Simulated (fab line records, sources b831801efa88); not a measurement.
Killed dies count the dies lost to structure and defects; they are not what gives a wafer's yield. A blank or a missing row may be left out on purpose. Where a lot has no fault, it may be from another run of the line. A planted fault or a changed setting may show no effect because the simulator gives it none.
A lot that was struck, set against a sound lot | flow gf180mcu | 25 steps out of a route of 602
Sound: the wafers L879.2, L879.4, L879.5. Struck: wafers L867.1, L867.5, L867.6. The cause is named last.
Order at every step that has rows: each side's tool, ch and its chambers, its first start. Under that, the readings that differ: sound wafers | struck wafers | difference of the means | sigmas: that difference in standard deviations of wafers without a fault.
alike: words and numbers the same on both sides, and readings whose means are apart by under 2 such deviations; not compared: readings that were withheld, readings missing a value for some wafer, numbers with overlapping values and no deviation given by the record, and bounds like >300 which may hide the same value.
A row with sigmas, a row that says differs or no value, or rows on one side alone: a step with any of these is where the two part. When numbers do not overlap yet have no deviation, they are printed without sigmas and do not part them. Lack of a reading on every wafer of one side parts them only where that side has two or more wafers.

first, 4 steps without rows for these wafers: GF_V1_STRIP_19 (strips in post etch residue remover, time 1200 s); GF_V1_CLEAN_20 (cleans in DIW); GF_V1_SPUTTER_21 (material Ti, target thk 15 nm, time 80.02 s); GF_V1_SPUTTER_22 (material TiN, target thk 10 nm, time 40 s).
GF_V1_CVD_23: deposits W, target thk 350 nm, time 105.05 s.
  sound on cvdW-01 ch 0,1, day 23 22:32; struck on cvdW-01 ch 0,1, day 20 03:46
  alike: heaterPowerW, susceptorTempC
GF_V1_RS_MEAS_24: measures by four-point-probe.
  sound on filmMetro-02, day 23 22:40; struck on filmMetro-02, day 20 03:53
  alike: V1_W_RS
GF_V1_THK_MEAS_25: measures by xrf.
  sound on filmMetro-02, day 23 22:47; struck on filmMetro-02, day 20 04:00
  alike: V1_W_THK
GF_V1_CMP_26: polishes, stops on SiO2, t overpolish 15 s, target thk 0 nm.
  sound on cmp-02 ch 0,1,3, day 23 22:50; struck on cmp-01 ch 0,2,3, day 20 04:10
  alike: motorCurrentA, overpolishRunS, timeToEndpointS
then, 2 steps without rows for these wafers: GF_M2_SPUTTER_00 (material Ti, target thk 37.5 nm, time 150 s); GF_M2_SPUTTER_01 (material TiN, target thk 30 nm, time 25 s).
GF_M2_SPUTTER_02: material AlCu, target thk 450 nm, time 23.9 s.
  sound on pvdSputter-04, day 23 23:16; struck on pvdSputter-04, day 20 04:29
  alike: cathodeDcPowerW, chamberPressurePa, throttleValvePct
GF_M2_SPUTTER_03: material Ti, target thk 10 nm, time 6.7 s.
  sound on pvdSputter-04, day 23 23:17; struck on pvdSputter-04, day 20 04:31
  alike: cathodeDcPowerW, chamberPressurePa, throttleValvePct
GF_M2_SPUTTER_04: material TiN, target thk 50 nm, time 41.7 s.
  sound on pvdSputter-04, day 23 23:19; struck on pvdSputter-04, day 20 04:32
  no value came back on the struck wafers for cathodeDcPowerW (W), chamberPressurePa (Pa), throttleValvePct (%); on the sound wafers cathodeDcPowerW (W) reads 6503.0 6499.9 6499.7
GF_M2_THK_MEAS_06: measures by xrf.
  sound on filmMetro-02, day 23 23:29; struck on filmMetro-02, day 20 04:42
reading          | sound       | struck      | difference | sigmas
M2_ALCU_THK (nm) | 446 444 450 | 499 501 496 | +52        | +12
then, 7 steps without rows for these wafers: GF_M2_DEHYDRATE_07 (time 60 s); GF_M2_HMDS_08 (prime time 60 s); GF_M2_COAT_09 (resist thk 1000 nm); GF_M2_SOFTBAKE_10 (time 60 s); GF_M2_EXPOSE_11 (exposes mask Metal2, target cd 280 nm); GF_M2_PEB_12 (peb time 90 s); GF_M2_DEVELOP_13 (develop time 60 s).
GF_M2_CD_MEAS_14: the cd target is 280 nm.
  sound on cdSem-02, day 24 21:38; struck on cdSem-01, day 21 04:37
  alike: cdNm
GF_M2_OVL_MEAS_15:
  sound on overlay-02, day 24 21:45; struck on overlay-02, day 21 04:44
  alike: M2_OVL
GF_M2_METAL_ETCH_16: etches the open film in Cl2/BCl3, stops on SiO2, target depth 627.5 nm, time 104.6 s.
  sound on rieMetal-04 ch 1, day 24 21:47; struck on rieMetal-02 ch 0, day 21 04:47
reading              | sound                | struck               | difference | sigmas
oesProductAu (a.u.)  | 0.976 0.972 0.976    | 0.987 0.983 1.002    | +0.016     | +3
throttleValvePct (%) | 28.256 28.252 28.235 | 28.231 28.223 28.234 | -0.018     | -2
  alike: bcl3FlowSccm, drypumpMotorCurrentA
  not compared: rfHoursCounterH
GF_M2_STRIP_17: strips in O2/N2.
  sound on plasmaAsher-01 ch 0,1, day 24 21:53; struck on plasmaAsher-02 ch 0,1, day 21 05:01
reading                  | sound          | struck         | difference | sigmas
stripTimeToEndpointS (s) | 7.80 7.81 7.82 | 7.89 7.88 7.92 | +0.09      | +2
  alike: drypumpMotorCurrentA, heaterPowerW, oesProductAu
  not compared: rfHoursCounterH

WHERE THEY PART
First at GF_M2_SPUTTER_04; last, within this record, at GF_M2_STRIP_17.

WHY: what the simulator had put in
Skipped step whole: pvdSputter-04, from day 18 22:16 on, at GF_M2_SPUTTER_04. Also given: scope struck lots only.
